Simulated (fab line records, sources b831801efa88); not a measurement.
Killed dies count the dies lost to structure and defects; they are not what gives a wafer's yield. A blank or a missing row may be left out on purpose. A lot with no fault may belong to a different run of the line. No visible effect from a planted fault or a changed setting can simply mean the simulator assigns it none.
Problem report in the 8D (eight disciplines) form, filled by code :: flow sky130 :: the parts of the form that need people (team, actions taken, sign-off) are left out

== 1. WHAT IS WRONG ==
On 3 wafers of 1 lot, oes-product-au at SKY_METAL5_METAL_ETCH_15 has a mean of 0.775 a.u.; fault-free wafers read 0.894 a.u., standard deviation 0.0051. Measured from the usual mean, that is -23 standard deviations.
The step: etches the open film in Cl2/BCl3, stops on SiO2, target depth 1260 nm, time 252 s.
Seen first at day 45 14:42 on rie-metal-03, wafer L170.1. Wafers with a number at this step in the record: 30, from 10 lots. Rule for "out", or "out of limits": more than 4 standard deviations from the usual mean. Any other wafer with a number is counted as sound.

== 2. WHAT IT IS, WHAT IT ISN'T ==
question: which readings at this step
is: oes-product-au
is not: drypump-motor-current-A, rf-fwd-power-W, throttle-valve-pct

question: which lots
is: L170
is not: L166, L167, L175, L176, L180, L183, L184, L186, L187

question: which wafers of those lots
is: all that have a number
is not: -

question: read on which tools
is: rie-metal-03
is not: rie-metal-02, rie-metal-04

question: when
is: from day 45 14:42
is not: up to then (6 sound wafers); but 21 sound wafers of L175, L176, L180, L183, L184, L186, L187 came after

== 3. WHAT RULES OUT EACH SUSPECT ==
Counting: any tool at a process step up to the reading is kept as a suspect provided that every lot that is out went through it and no sound lot did after the first of them.
- rie-metal-02 at SKY_METAL2_ETCH_18 (etches BARC in N2/H2, stops on SiO2, time 45.9 s, target depth 60 nm): ruled out as a lasting fault. Sound lots L175, L180, L187 ran on it after its first lot that is out, L170 (day 37 05:42).
- rie-metal-03 at SKY_METAL5_METAL_ETCH_15 (etches the open film in Cl2/BCl3, stops on SiO2, target depth 1260 nm, time 252 s): ruled out as a lasting fault. Sound lots L186 ran on it after its first lot that is out, L170 (day 45 14:42).
Left after counting: nothing in the record.

== 4. THE CAUSE (what the simulator had put in) ==
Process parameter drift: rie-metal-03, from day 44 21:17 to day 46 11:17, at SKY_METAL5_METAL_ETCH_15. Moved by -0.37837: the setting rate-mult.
Counting ruled it out, wrongly.

== 5. THE EFFECT CHAIN, in route order ==
Each row: a reading whose mean over the struck wafers that have a number lies more than 3 standard deviations from the usual. Readings are gone through only where the record gives a usual standard deviation; hours: the median, over the lots, of the time from a lot's start at the first step in this table giving one to that lot's start at this step; sigmas: the change measured in usual standard deviations.
hours: 0
step: SKY_METAL5_METAL_ETCH_15
reading: oes-product-au
usual: 0.894 a.u.
on struck wafers: 0.775
change: -0.119
sigmas: -23

hours: 0
step: SKY_METAL5_STRIP_16
reading: strip-time-to-endpoint-s
usual: 12.83 s
on struck wafers: 16.32
change: +3.49
sigmas: +22

hours: 45
step: SKY_PAD_OPEN_PROBE_99
reading: defect-limited-yield
usual: 82.8 %
on struck wafers: 0.0
change: -82.8
sigmas: -44

hours: 45
step: SKY_PAD_OPEN_PROBE_99
reading: killed_at_M4_up
usual: 2.8
on struck wafers: 411.0
change: +408.2
sigmas: +99 or more

hours: 45
step: SKY_PAD_OPEN_PROBE_99
reading: killed-dies
usual: 84
on struck wafers: 492
change: +408
sigmas: +43

hours: 45
step: SKY_PAD_OPEN_PROBE_99
reading: killed-on-rim
usual: 16
on struck wafers: 96
change: +80
sigmas: +24

hours: 45
step: SKY_PAD_OPEN_PROBE_99
reading: sort_bin_5_function
usual: 10.1 %
on struck wafers: 92.7
change: +82.6
sigmas: +59

hours: 45
step: SKY_PAD_OPEN_PROBE_99
reading: sort-n-pass
usual: 408
on struck wafers: 0
change: -408
sigmas: -43

hours: 45
step: SKY_PAD_OPEN_PROBE_99
reading: sort-yield-pct
usual: 82.8 %
on struck wafers: 0.0
change: -82.8
sigmas: -44
Here are the process steps it includes:
- SKY_METAL5_METAL_ETCH_15: etches the open film in Cl2/BCl3, stops on SiO2, target depth 1260 nm, time 252 s.
- SKY_METAL5_STRIP_16: strips in O2/N2.
- SKY_PAD_OPEN_PROBE_99

== 6. HOW IT WOULD HAVE BEEN CAUGHT EARLIER ==
17 hours passed between the start of the fault at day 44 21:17 and the first reading out of limits in this record, taken at day 45 14:42.
